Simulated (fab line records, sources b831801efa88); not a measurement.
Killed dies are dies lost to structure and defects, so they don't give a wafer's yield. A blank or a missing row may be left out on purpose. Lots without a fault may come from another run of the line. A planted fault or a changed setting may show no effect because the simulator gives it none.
Chamber matching | flow sky130 | SKY_VIA3_ETCH_15 on rie_diel-02: 4 sister chambers
The step etches SiO2 in C4F8/O2/Ar, stops on TiN, target depth 507 nm, time 78 s. 4 wafers are shown with their chamber, then 12 later ones without.

WAFERS WITH THEIR CHAMBER
wafer  | chamber | oes_product_au (a.u.)
L087.1 | 1       | 0.939
L088.4 | 2       | 0.952
L091.1 | 0       | 0.944
L091.6 | 3       | 0.943

WAFERS WITHOUT THEIR CHAMBER
wafer  | oes_product_au (a.u.)
L094.2 | 0.951
L094.3 | 0.946
L094.4 | 0.947
L092.1 | 0.945
L092.2 | 0.934
L092.3 | 0.949
L092.4 | 0.949
L092.5 | 0.946
L092.6 | 0.941
L097.2 | 0.940
L097.3 | 0.951
L097.5 | 0.949

WHICH CHAMBER EACH WENT THROUGH
wafer  | from the rows above               | in truth
L094.2 | 2                                 | 2
L094.3 | can't be placed: 0 or 3 or 2 or 1 | 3
L094.4 | can't be placed: 0 or 3 or 2 or 1 | 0
L092.1 | can't be placed: 0 or 3 or 1      | 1
L092.2 | can't be placed: 1 or 3 or 0      | 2
L092.3 | can't be placed: 2 or 0 or 3      | 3
L092.4 | can't be placed: 2 or 0 or 3      | 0
L092.5 | can't be placed: 0 or 3 or 2 or 1 | 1
L092.6 | can't be placed: 1 or 3 or 0      | 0
L097.2 | can't be placed: 1 or 3 or 0      | 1
L097.3 | 2                                 | 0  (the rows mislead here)
L097.5 | can't be placed: 2 or 0 or 3      | 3
Placed correctly: 1 of 12. Can't be placed from these rows: 10 (the true chamber is among the candidates in 9). Placed wrongly: 1.
How it was worked out, from the rows above alone: a wafer's distance from a chamber is the root of the sum, over the readings, of the square of ((its reading less the chamber's mean) divided by the reading's scatter). The wafer belongs to the nearest chamber; if the next one is less than 2 further off, it can't be placed. A chamber's mean is the mean of its shown wafers. The scatter: with one shown wafer a chamber, the root of the mean of the squares of how far each hidden wafer lies from its nearest shown one.
